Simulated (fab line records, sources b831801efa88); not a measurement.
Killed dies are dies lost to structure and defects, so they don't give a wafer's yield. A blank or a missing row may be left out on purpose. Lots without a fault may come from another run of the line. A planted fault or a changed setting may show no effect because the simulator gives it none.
Which tool did it? | flow sky130 | 11 lots, 33 wafers sampled, at 2 steps of a route of 708

WHAT THE GAUGES READ, wafer by wafer
SKY_METAL3_OVL_MEAS_14. Usual: METAL3_OVL -2 nm, standard deviation 5.4.
lot  | measured     | on         | METAL3_OVL (nm) | flag
L329 | day 40 13:44 | overlay-02 | -5 -7 2         |
L331 | day 41 00:25 | overlay-01 | -4 -14 -10      |
L333 | day 41 04:19 | overlay-01 | 7 6 8           |
L336 | day 41 04:40 | overlay-02 | -5 -1 0         |
L335 | day 41 05:01 | overlay-01 | 7 5 8           |
L334 | day 41 06:28 | overlay-01 | 0 -9 -6         |
L337 | day 41 06:31 | overlay-02 | -10 -8 -11      |
L338 | day 41 12:31 | overlay-02 | -4 1 -4         |
L342 | day 46 16:05 | overlay-01 | -3 -11 -6       |
L348 | day 46 21:35 | overlay-01 | 2 -5 2          |
L346 | day 47 01:22 | overlay-02 | -4 0 -3         |

SKY_VIA3_THK_MEAS_23: measures by xrf. Usual: VIA3_W_THK 378 nm, standard deviation 5.
lot  | measured     | on            | VIA3_W_THK (nm) | flag
L329 | day 41 17:53 | film_metro-02 | 373 372 371     |
L331 | day 42 05:11 | film_metro-02 | 371 369 369     |
L333 | day 42 07:56 | film_metro-02 | 373 369 369     |
L336 | day 42 08:19 | film_metro-04 | 377 377 371     |
L335 | day 42 09:08 | film_metro-04 | 380 380 383     |
L334 | day 42 10:32 | film_metro-03 | 378 376 379     |
L337 | day 42 10:34 | film_metro-02 | 371 374 375     |
L338 | day 42 17:03 | film_metro-02 | 370 369 375     |
L342 | day 47 16:37 | film_metro-03 | 382 379 381     |
L348 | day 47 22:57 | film_metro-03 | 377 384 376     |
L346 | day 48 01:55 | film_metro-04 | 387 385 382     |

WHICH TOOL RAN EACH LOT (tool, then ch and the chambers of the sampled wafers, then the start)
The record holds no process step before these readings.

WHAT THE TOOLS THEMSELVES READ (means of the sampled wafers that have a number; where no wafer has one, the mark that the record gives instead)
The record holds no such reading with a usual standard deviation.

THE ANSWER, worked out from the rows above alone
Rule: a lot is off if the mean of its wafers that have a number lies more than 3 standard deviations from the usual mean. A lot without any number at a reading at which 4 lots or more have one is off too. The other lots that the step has rows for count as sound. The gauges are gone through in route order, then the tools' own readings, and for those a lot's mean is taken as printed above. The first step at which some lot is off is used, and at that step the reading that is off furthest; a lot without a number counts as furthest.
No lot is off at any reading shown: from this, nothing can be told.

WHAT THE SIMULATOR HAD PUT IN
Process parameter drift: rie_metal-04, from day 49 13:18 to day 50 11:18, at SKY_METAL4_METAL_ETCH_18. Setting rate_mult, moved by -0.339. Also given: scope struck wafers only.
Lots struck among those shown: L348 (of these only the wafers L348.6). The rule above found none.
